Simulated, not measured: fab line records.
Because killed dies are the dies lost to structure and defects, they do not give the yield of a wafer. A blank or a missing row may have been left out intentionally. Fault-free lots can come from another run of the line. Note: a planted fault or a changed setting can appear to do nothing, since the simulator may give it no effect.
Struck lot and sound lot, side by side -- flow sky130 -- 15 out of 708 route steps
Sound: these wafers, L216.2, L216.4, L216.5. Wafers struck: L219.2, L219.4, L219.6. The cause is named last.
Each step with rows lists, per side, the tool, then ch with its chambers, then its first start. Under that, the readings that differ: sound wafers -- struck wafers -- difference of the means -- sigmas: that difference in standard deviations of wafers without a fault.
alike: readings whose means differ by less than 2 such deviations, and words and numbers that are the same on both sides. not compared: withheld readings, readings that some wafer has no value for, bounds like >300 that may hide the same value, and numbers for which the record gives no deviation and whose values overlap.
The two part at a step that has a row with sigmas, a row that says differs or no value, or rows on one side only. Non-overlapping numbers with no deviation appear without sigmas and do not part them. A reading that every wafer of one side lacks parts them only if that side has two wafers or more.

first, 4 steps without rows for these wafers: SKY_FIELD_ISO_SOFTBAKE_09 (time 90 s); SKY_FIELD_ISO_EXPOSE_10 (exposes mask FOM, target cd 150 nm); SKY_FIELD_ISO_PEB_11; SKY_FIELD_ISO_DEVELOP_12 (develop time 60 s).
SKY_FIELD_ISO_CD_MEAS_13: target cd 150 nm.
  sound on cdSem-01, day 2 19:01; struck on cdSem-02, day 3 14:52
  alike: cdNm
SKY_FIELD_ISO_ETCH_14: etches BARC in N2/H2, stops on SiO2, time 45.9 s, target depth 60 nm.
  sound on rieDiel-02 ch 0,2,3, day 2 19:07; struck on rieDiel-01 ch 0,2,3, day 3 14:58
  alike: biasW, chamberPressureMTorr, drypumpMotorCurrentA, oesProductAu, throttleValvePct
  not compared: rfHoursCounterH
SKY_FIELD_ISO_ETCH_15: etches the open film in CHF3/O2, stops on Si, target depth 180 nm, time 72 s.
  sound on rieDiel-02 ch 0,2,3, day 2 19:10; struck on rieDiel-01 ch 0,2,3, day 3 15:00
  alike: O2_flow_sccm, biasW, chf3FlowSccm, drypumpMotorCurrentA, oesProductAu, throttleValvePct
  not compared: rfHoursCounterH
SKY_FIELD_ISO_STRIP_16: strips in O2/N2.
  sound on plasmaAsher-03 ch 0,1, day 2 19:13; struck on plasmaAsher-03 ch 0,1, day 3 15:04
  alike: drypumpMotorCurrentA, oesProductAu, stripTimeToEndpointS
  not compared: rfHoursCounterH
SKY_FIELD_ISO_ETCH_17: etches Si in HBr/Cl2/O2, target depth 342 nm, time 97.7 s.
  sound on rieSi-01 ch 2,3, day 2 19:19; struck on rieSi-01 ch 0,2,3, day 3 15:10
reading,sound,struck,difference,sigmas
throttleValvePct (%),25.676 25.673 25.665,25.660 25.654 25.635,-0.022,-2
  alike: HBr_flow_sccm, O2_flow_sccm, drypumpMotorCurrentA, oesProductAu
  not compared: rfHoursCounterH
then, 3 steps without rows for these wafers: SKY_FIELD_ISO_WET_ETCH_18 (etches Si3N4 in H3PO4, target depth 25 nm, time 286 s); SKY_FIELD_ISO_CLEAN_19 (cleans in SC1/SC2, time 150 s); SKY_FIELD_ISO_CLEAN_20 (cleans in dHF, time 20 s).
SKY_FIELD_ISO_WET_ETCH_21: etches SiO2 in dHF, target depth 20 nm, time 400 s.
  sound on wetBench-04 ch 0, day 2 19:33; struck on wetBench-03 ch 1, day 3 15:28
  no value came back on the struck wafers for bathHeatDutyPct (%), runLengthS (s); on the sound wafers bathHeatDutyPct (%) reads 6.7 6.7 5.9
then, 1 step without rows for these wafers: SKY_FIELD_ISO_OXIDATION_22 (stabilise 600 s, purge 300 s, target thk 10 nm).
-- the record jumps here: 44 days lie between the struck wafers' starts before and after (it left off in module FIELD_ISO and takes up again in module PAD_OPEN, whose first step shown is number 708 of the route) --
SKY_PAD_OPEN_PROBE_99:
  the record has rows for the struck wafers here (prober-02, day 47 08:59) and none for the sound ones

WHERE THEY PART
First at SKY_FIELD_ISO_ETCH_17; last, within this record, at SKY_PAD_OPEN_PROBE_99.

WHY: the cause the simulator had injected
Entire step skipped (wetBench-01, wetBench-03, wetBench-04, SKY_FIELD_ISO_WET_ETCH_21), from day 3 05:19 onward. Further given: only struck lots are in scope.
